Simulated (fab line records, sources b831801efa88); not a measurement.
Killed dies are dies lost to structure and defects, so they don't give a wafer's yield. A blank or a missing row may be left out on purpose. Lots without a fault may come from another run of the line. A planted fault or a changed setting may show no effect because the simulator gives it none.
Which tool did it? | flow gf180mcu | 14 lots, 42 wafers sampled, at 4 steps of a route of 602

WHAT THE GAUGES READ, wafer by wafer
GF_V5_RS_MEAS_24: measures by four-point-probe. Usual: V5_W_RS 0.329 ohm/sq, standard deviation 0.0036.
lot  | measured     | on            | V5_W_RS (ohm/sq)  | flag
L665 | day 27 15:20 | film_metro-03 | 0.328 0.334 0.328 |
L666 | day 28 02:30 | film_metro-02 | 0.330 0.329 0.325 |
L667 | day 28 10:11 | film_metro-01 | 0.329 0.330 0.334 |
L669 | day 28 20:19 | film_metro-03 | 0.332 0.327 0.324 |
L670 | day 29 09:20 | film_metro-01 | 0.331 0.327 0.335 |
L672 | day 29 17:32 | film_metro-03 | 0.323 0.324 0.323 |
L673 | day 30 00:02 | film_metro-02 | 0.332 0.330 0.334 |
L674 | day 30 10:31 | film_metro-03 | 0.327 0.326 0.325 |
L675 | day 30 18:26 | film_metro-02 | 0.331 0.327 0.332 |
L677 | day 31 05:21 | film_metro-02 | 0.327 0.334 0.328 |
L679 | day 31 16:22 | film_metro-03 | 0.327 0.331 0.328 |
L683 | day 32 18:57 | film_metro-01 | 0.338 0.327 0.328 |
L685 | day 33 04:58 | film_metro-03 | 0.329 0.325 0.326 |
L687 | day 33 19:42 | film_metro-01 | 0.331 0.332 0.329 |

WHICH TOOL RAN EACH LOT (tool, then ch and the chambers of the sampled wafers, then the start)
lot  | GF_M2_SPUTTER_03             | GF_V5_SPUTTER_22             | GF_V5_CVD_23
L665 | pvd_sputter-02, day 18 15:26 | pvd_sputter-03, day 27 15:11 | cvd_w-02 ch 0,1, day 27 15:13
L666 | pvd_sputter-02, day 19 04:15 | pvd_sputter-01, day 28 02:21 | cvd_w-02 ch 0,1, day 28 02:23
L667 | pvd_sputter-01, day 19 15:21 | pvd_sputter-01, day 28 10:02 | cvd_w-01 ch 0,1, day 28 10:04
L669 | pvd_sputter-01, day 20 03:08 | pvd_sputter-03, day 28 20:10 | cvd_w-02 ch 0,1, day 28 20:12
L670 | pvd_sputter-01, day 20 18:56 | pvd_sputter-02, day 29 09:11 | cvd_w-01 ch 0,1, day 29 09:13
L672 | pvd_sputter-04, day 21 03:39 | pvd_sputter-03, day 29 17:23 | cvd_w-01 ch 1, day 29 17:25
L673 | pvd_sputter-04, day 21 12:47 | pvd_sputter-01, day 29 23:52 | cvd_w-02 ch 0,1, day 29 23:54
L674 | pvd_sputter-02, day 22 03:14 | pvd_sputter-01, day 30 10:20 | cvd_w-01 ch 0,1, day 30 10:25
L675 | pvd_sputter-04, day 22 11:23 | pvd_sputter-03, day 30 18:13 | cvd_w-02 ch 0,1, day 30 18:17
L677 | pvd_sputter-02, day 23 04:32 | pvd_sputter-01, day 31 05:10 | cvd_w-02 ch 0,1, day 31 05:13
L679 | pvd_sputter-04, day 23 16:03 | pvd_sputter-01, day 31 16:13 | cvd_w-01 ch 0,1, day 31 16:16
L683 | pvd_sputter-01, day 25 02:17 | pvd_sputter-03, day 32 18:47 | cvd_w-02 ch 0,1, day 32 18:49
L685 | pvd_sputter-01, day 25 15:12 | pvd_sputter-03, day 33 04:49 | cvd_w-02 ch 0,1, day 33 04:50
L687 | pvd_sputter-02, day 26 11:24 | pvd_sputter-02, day 33 19:31 | cvd_w-01 ch 0,1, day 33 19:34
- GF_M2_SPUTTER_03: material Ti, target thk 10 nm, time 6.7 s.
- GF_V5_SPUTTER_22: material TiN, target thk 10 nm, time 40 s.
- GF_V5_CVD_23: deposits W, target thk 350 nm, time 104.9 s.

WHAT THE TOOLS THEMSELVES READ (means of the sampled wafers that have a number; where no wafer has one, the mark that the record gives instead)
GF_M2_SPUTTER_03. Usual: throttle_valve_pct 29.9 %, standard deviation 1.4.
lot  | tool           | throttle_valve_pct (%) | flag
L665 | pvd_sputter-02 | 29.3                   |
L666 | pvd_sputter-02 | 30.0                   |
L667 | pvd_sputter-01 | 29.8                   |
L669 | pvd_sputter-01 | 29.7                   |
L670 | pvd_sputter-01 | 29.7                   |
L672 | pvd_sputter-04 | 30.7                   |
L673 | pvd_sputter-04 | 31.2                   |
L674 | pvd_sputter-02 | 29.4                   |
L675 | pvd_sputter-04 | 30.9                   |
L677 | pvd_sputter-02 | 29.4                   |
L679 | pvd_sputter-04 | 30.4                   |
L683 | pvd_sputter-01 | 29.6                   |
L685 | pvd_sputter-01 | 28.5                   |
L687 | pvd_sputter-02 | 30.0                   |

GF_V5_SPUTTER_22. Usual: throttle_valve_pct 29.9 %, standard deviation 1.3.
lot  | tool           | throttle_valve_pct (%) | flag
L665 | pvd_sputter-03 | 30.6                   |
L666 | pvd_sputter-01 | 29.7                   |
L667 | pvd_sputter-01 | 29.2                   |
L669 | pvd_sputter-03 | 30.7                   |
L670 | pvd_sputter-02 | 30.1                   |
L672 | pvd_sputter-03 | 30.0                   |
L673 | pvd_sputter-01 | 29.0                   |
L674 | pvd_sputter-01 | 29.8                   |
L675 | pvd_sputter-03 | 30.1                   |
L677 | pvd_sputter-01 | 29.0                   |
L679 | pvd_sputter-01 | 28.7                   |
L683 | pvd_sputter-03 | 30.7                   |
L685 | pvd_sputter-03 | 30.4                   |
L687 | pvd_sputter-02 | 29.8                   |

GF_V5_CVD_23. Usual: heater_power_w 905 W, standard deviation 110.
lot  | tool     | heater_power_w (W) | flag
L665 | cvd_w-02 | 981                |
L666 | cvd_w-02 | 975                |
L667 | cvd_w-01 | 849                |
L669 | cvd_w-02 | 971                |
L670 | cvd_w-01 | 848                |
L672 | cvd_w-01 | 720                |
L673 | cvd_w-02 | 973                |
L674 | cvd_w-01 | 800                |
L675 | cvd_w-02 | 987                |
L677 | cvd_w-02 | 991                |
L679 | cvd_w-01 | 848                |
L683 | cvd_w-02 | 991                |
L685 | cvd_w-02 | 1005               |
L687 | cvd_w-01 | 840                |

THE ANSWER, worked out from the rows above alone
Rule: a lot is off if the mean of its wafers that have a number lies more than 3 standard deviations from the usual mean. A lot without any number at a reading at which 4 lots or more have one is off too. The other lots that the step has rows for count as sound. The gauges are gone through in route order, then the tools' own readings, and for those a lot's mean is taken as printed above. The first step at which some lot is off is used, and at that step the reading that is off furthest; a lot without a number counts as furthest.
No lot is off at any reading shown: from this, nothing can be told.

WHAT THE SIMULATOR HAD PUT IN
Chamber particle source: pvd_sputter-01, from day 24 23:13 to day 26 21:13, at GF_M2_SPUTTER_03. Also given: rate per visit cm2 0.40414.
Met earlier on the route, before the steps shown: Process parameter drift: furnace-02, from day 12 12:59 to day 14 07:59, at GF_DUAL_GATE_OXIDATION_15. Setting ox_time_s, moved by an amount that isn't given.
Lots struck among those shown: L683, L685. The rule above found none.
